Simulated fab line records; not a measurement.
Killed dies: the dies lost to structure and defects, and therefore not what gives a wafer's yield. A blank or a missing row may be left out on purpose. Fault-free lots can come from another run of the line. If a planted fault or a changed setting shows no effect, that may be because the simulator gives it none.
Code-filled problem report in 8D (eight disciplines) form || flow gf180mcu || the parts of the form that need people (team, actions taken, sign-off) are left out

## 1. WHAT IS WRONG
Across 4 wafers from 2 lots, V1_CVD_02_THK at GF_V1_THK_MEAS_03 averages 936 nm, while fault-free wafers read 853 nm with a standard deviation of 14. That is +5.9 standard deviations from the usual mean.
Seen first at day 22 09:05 on filmMetro-01, wafer L900.1. The record has a number at this step for 33 wafers belonging to 11 lots. Rule for "out" (also "out of limits"): further than 4 standard deviations from the usual mean. The rest of the wafers with a number are treated as sound.

## 2. WHAT IT IS, WHAT IT ISN'T
{"question": "which readings at this step", "is": "V1_CVD_02_THK", "is not": "-"}
{"question": "which lots", "is": "L900, L903", "is not": "L886, L887, L888, L889, L890, L893, L894, L895, L907"}
{"question": "which wafers of those lots", "is": "L900.1, L900.6, L903.3, L903.6", "is not": "L900.2, L903.5"}
{"question": "read on which gauges", "is": "filmMetro-01", "is not": "filmMetro-02, filmMetro-04"}
{"question": "when", "is": "from day 22 09:05", "is not": "up to then (25 sound wafers); but 4 sound wafers of L903, L907 came after"}

## 3. THE SUSPECTS, EACH WITH WHAT RULES IT OUT
Counting: any tool at a process step up to the reading remains a suspect provided it ran every lot that is out. Sound lots after the first of them don't rule it out here, since some wafers of a struck lot are sound.
- the gauge at GF_V1_THK_MEAS_03 has been ruled out. All the wafers that are out were read on filmMetro-01, but those of them that GF_V1_CVD_02 has rows for are out there too, on other tools.
- pecvd-03 at GF_V1_CVD_02 (deposits SiO2 from TEOS, target thk 850 nm, time 94.851 s): kept. Ran every lot that is out, first one L900 (day 22 09:01); last sound lot up to then L894 (day 20 06:10). Its own rfFwdPowerW readings are out on those wafers.
- pecvd-03, GF_V1_CVD_02: wafers that are out in chamber 2, sound lot-mates in chambers 0, 1.
After counting, what remains is pecvd-03 at GF_V1_CVD_02.

## 4. THE CAUSE (what the simulator had put in)
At GF_V1_CVD_02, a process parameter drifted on pecvd-03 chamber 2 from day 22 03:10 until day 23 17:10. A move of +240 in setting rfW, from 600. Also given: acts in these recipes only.
After counting, this tool was the only one left.

## 5. SEQUENCE OF EFFECTS, ordered by route
Rows list readings where the struck wafers' mean (over those with a number) sits beyond 3 standard deviations from the usual. Only readings for which the record gives a usual standard deviation are gone through. hours: the time from each lot's start at the first step in this table that gives one to its start at this step, as a median over the lots. sigmas: the change in usual standard deviations.
{"hours": 0, "step": "GF_V1_CVD_02", "reading": "rfFwdPowerW", "usual": "596.2 W", "on struck wafers": 835.1, "change": "+238.9", "sigmas": "+99 or more"}
{"hours": 0, "step": "GF_V1_THK_MEAS_03", "reading": "V1_CVD_02_THK", "usual": "853 nm", "on struck wafers": 936, "change": "+83", "sigmas": "+5.9"}
{"hours": 0, "step": "GF_V1_CMP_04", "reading": "timeToEndpointS", "usual": "81 s", "on struck wafers": 109, "change": "+28", "sigmas": "+4.6"}
Its process steps:
- GF_V1_CVD_02: deposits SiO2 from TEOS, target thk 850 nm, time 94.851 s.
- GF_V1_CMP_04: polishes SiO2.

## 6. WHAT WOULD HAVE CAUGHT IT SOONER
The first out-of-limits reading at a measuring or inspecting step in this record came at day 22 09:05, 6 hours after the fault's start at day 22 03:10.
Tool's own readings at GF_V1_CVD_02, rfFwdPowerW: out on all struck wafers the step has rows for; an alarm limit on them would have tripped on the first.
Of the lots that are out (2), L903 began GF_V1_CVD_02 on pecvd-03 after day 22 09:05. Holding the tool at that time would have saved it.
